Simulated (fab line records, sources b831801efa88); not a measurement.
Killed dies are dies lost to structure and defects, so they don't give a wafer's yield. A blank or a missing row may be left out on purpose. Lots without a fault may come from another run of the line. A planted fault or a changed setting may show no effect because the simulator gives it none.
Which tool did it? | flow gf180mcu | 14 lots, 42 wafers sampled, at 4 steps of a route of 602

WHAT THE GAUGES READ, wafer by wafer
GF_V5_THK_MEAS_01.
lot  | measured     | on            | V5_CVD_00_THK (nm)
L350 | day 27 01:23 | film_metro-01 | 300 302 304
L351 | day 27 14:01 | film_metro-01 | 304 299 299
L352 | day 28 02:41 | film_metro-03 | 303 302 304
L355 | day 29 01:04 | film_metro-01 | 300 302 301
L356 | day 29 04:22 | film_metro-02 | 303 302 301
L360 | day 30 06:49 | film_metro-03 | 301 297 301
L362 | day 31 00:07 | film_metro-03 | 303 302 304
L363 | day 31 00:48 | film_metro-02 | 297 296 299
L365 | day 31 14:30 | film_metro-03 | 301 303 302
L366 | day 31 22:41 | film_metro-03 | 307 306 304
L367 | day 32 02:59 | film_metro-02 | 297 293 298
L369 | day 32 17:32 | film_metro-01 | 292 294 295

WHICH TOOL RAN EACH LOT (tool, then ch and the chambers of the sampled wafers, then the start)
lot  | GF_MIM_SPUTTER_03            | GF_M5_PEB_05                      | GF_M5_METAL_ETCH_10
L350 | pvd_sputter-02, day 25 06:17 | litho_track-02 ch 0, day 27 00:10 | rie_metal-03 ch 0,1, day 27 00:40
L351 | pvd_sputter-02, day 25 19:35 | litho_track-01 ch 0, day 27 12:46 | rie_metal-01 ch 0, day 27 13:17
L352 | pvd_sputter-03, day 26 09:25 | litho_track-03 ch 0, day 28 01:26 | rie_metal-03 ch 0,1, day 28 01:56
L353 | pvd_sputter-02, day 26 16:43 | litho_track-01, day 28 09:12      | rie_metal-04 ch 0, day 28 09:44
L354 | pvd_sputter-02, day 26 23:28 | litho_track-03, day 28 14:59      | rie_metal-01 ch 0,1, day 28 15:29
L355 | pvd_sputter-03, day 27 08:24 | litho_track-03 ch 0, day 28 23:48 | rie_metal-01 ch 0,1, day 29 00:20
L356 | pvd_sputter-01, day 27 11:25 | litho_track-01 ch 0, day 29 03:07 | rie_metal-03 ch 0,1, day 29 03:38
L360 | pvd_sputter-03, day 28 15:43 | litho_track-02 ch 0, day 30 05:34 | rie_metal-03 ch 0,1, day 30 06:04
L362 | pvd_sputter-03, day 29 08:34 | litho_track-01 ch 0, day 30 22:54 | rie_metal-01 ch 0,1, day 30 23:23
L363 | pvd_sputter-01, day 29 10:30 | litho_track-01 ch 0, day 30 23:34 | rie_metal-03 ch 0,1, day 31 00:05
L365 | pvd_sputter-01, day 30 01:19 | litho_track-03 ch 0, day 31 13:17 | rie_metal-03 ch 0,1, day 31 13:47
L366 | pvd_sputter-02, day 30 10:10 | litho_track-02 ch 0, day 31 21:26 | rie_metal-01 ch 0,1, day 31 21:58
L367 | pvd_sputter-02, day 30 15:49 | litho_track-03 ch 0, day 32 01:44 | rie_metal-01 ch 0,1, day 32 02:14
L369 | pvd_sputter-01, day 31 06:46 | litho_track-01 ch 0, day 32 16:13 | rie_metal-01 ch 0,1, day 32 16:44
- GF_MIM_SPUTTER_03: material Ti, target thk 10 nm, time 6.7 s.
- GF_M5_PEB_05: peb time 90 s.
- GF_M5_METAL_ETCH_10: etches the open film in Cl2/BCl3, stops on SiO2, target depth 750.8 nm, time 125.1 s.

WHAT THE TOOLS THEMSELVES READ (means of the sampled wafers that have a number; where no wafer has one, the mark that the record gives instead)
GF_MIM_SPUTTER_03.
lot  | tool           | throttle_valve_pct (%)
L350 | pvd_sputter-02 | 28.6
L351 | pvd_sputter-02 | 29.3
L352 | pvd_sputter-03 | 29.6
L353 | pvd_sputter-02 | 29.1
L354 | pvd_sputter-02 | 29.1
L355 | pvd_sputter-03 | 29.3
L356 | pvd_sputter-01 | 30.3
L360 | pvd_sputter-03 | 29.2
L362 | pvd_sputter-03 | 29.4
L363 | pvd_sputter-01 | 30.4
L365 | pvd_sputter-01 | 30.9
L366 | pvd_sputter-02 | 29.3
L367 | pvd_sputter-02 | 29.4
L369 | pvd_sputter-01 | 30.4

GF_M5_PEB_05.
lot  | tool           | chill_plate_temp_C (C) | exhaust_pa (Pa)
L350 | litho_track-02 | 22.99                  | 45.4
L351 | litho_track-01 | 22.80                  | 45.0
L352 | litho_track-03 | 22.91                  | 44.6
L353 | litho_track-01 | -                      | -
L354 | litho_track-03 | -                      | -
L355 | litho_track-03 | 23.10                  | 44.9
L356 | litho_track-01 | 23.01                  | 45.1
L360 | litho_track-02 | 22.93                  | 44.4
L362 | litho_track-01 | 22.80                  | 45.7
L363 | litho_track-01 | 23.02                  | 46.5
L365 | litho_track-03 | 22.96                  | 45.0
L366 | litho_track-02 | 23.05                  | 44.0
L367 | litho_track-03 | 22.86                  | 44.4
L369 | litho_track-01 | 22.91                  | 44.5

GF_M5_METAL_ETCH_10.
lot  | tool         | chamber_pressure_mTorr (mTorr) | drypump_motor_current_A (A) | oes_product_au (a.u.) | rf_fwd_power_W (W) | throttle_valve_pct (%)
L350 | rie_metal-03 | 7.998                          | 6.2                         | 0.988                 | 794.6              | 28.223
L351 | rie_metal-01 | 8.001                          | 6.3                         | 0.993                 | 794.1              | 28.224
L352 | rie_metal-03 | 8.005                          | 6.2                         | 0.991                 | 793.4              | 28.233
L353 | rie_metal-04 | 8.010                          | 4.8                         | 0.988                 | 796.9              | 28.223
L354 | rie_metal-01 | 8.005                          | 6.3                         | 0.991                 | 797.2              | 28.227
L355 | rie_metal-01 | 8.004                          | 6.4                         | 0.991                 | 795.9              | 28.229
L356 | rie_metal-03 | 7.994                          | 6.1                         | 0.988                 | 793.0              | 28.233
L360 | rie_metal-03 | 7.998                          | 6.2                         | 0.993                 | 796.4              | 28.229
L362 | rie_metal-01 | 8.003                          | 6.3                         | 0.995                 | 796.0              | 28.214
L363 | rie_metal-03 | 7.999                          | 6.2                         | 0.991                 | 791.8              | 28.233
L365 | rie_metal-03 | 8.000                          | 6.2                         | 0.993                 | 794.7              | 28.229
L366 | rie_metal-01 | 8.001                          | 6.3                         | 0.994                 | 794.8              | 28.227
L367 | rie_metal-01 | 8.001                          | 6.3                         | 0.990                 | 795.0              | 28.221
L369 | rie_metal-01 | 7.997                          | 6.4                         | 0.991                 | 794.8              | 28.236

THE ANSWER, worked out from the rows above alone
Rule: what is usual is taken from the lots themselves. Put in order of their means at a reading, lots are off if they are a third of the lots or fewer, leave a main group of 4 or more, and stand apart from it by a gap of 3 or more times the standard deviation of the main group's means; of several such gaps the widest counts. A main group whose means are all the same, to the digits that the tables above print for the reading, isn't used. A lot without any number at a reading at which 4 lots or more have one is off too. The other lots that the step has rows for count as sound. The gauges are gone through in route order, then the tools' own readings, and for those a lot's mean is taken as printed above. The first step at which some lot is off is used, and at that step the reading that is off furthest; a lot without a number counts as furthest.
Off: L353, L354, at GF_M5_PEB_05 (chill_plate_temp_C). Without a number there: L353, L354. The main group: mean 22.95 C, standard deviation 0.091.
A tool fits if, at that step or a process step before it, it ran every lot that is off, and no sound lot after the first of them. None of those tried fits.

WHAT THE SIMULATOR HAD PUT IN
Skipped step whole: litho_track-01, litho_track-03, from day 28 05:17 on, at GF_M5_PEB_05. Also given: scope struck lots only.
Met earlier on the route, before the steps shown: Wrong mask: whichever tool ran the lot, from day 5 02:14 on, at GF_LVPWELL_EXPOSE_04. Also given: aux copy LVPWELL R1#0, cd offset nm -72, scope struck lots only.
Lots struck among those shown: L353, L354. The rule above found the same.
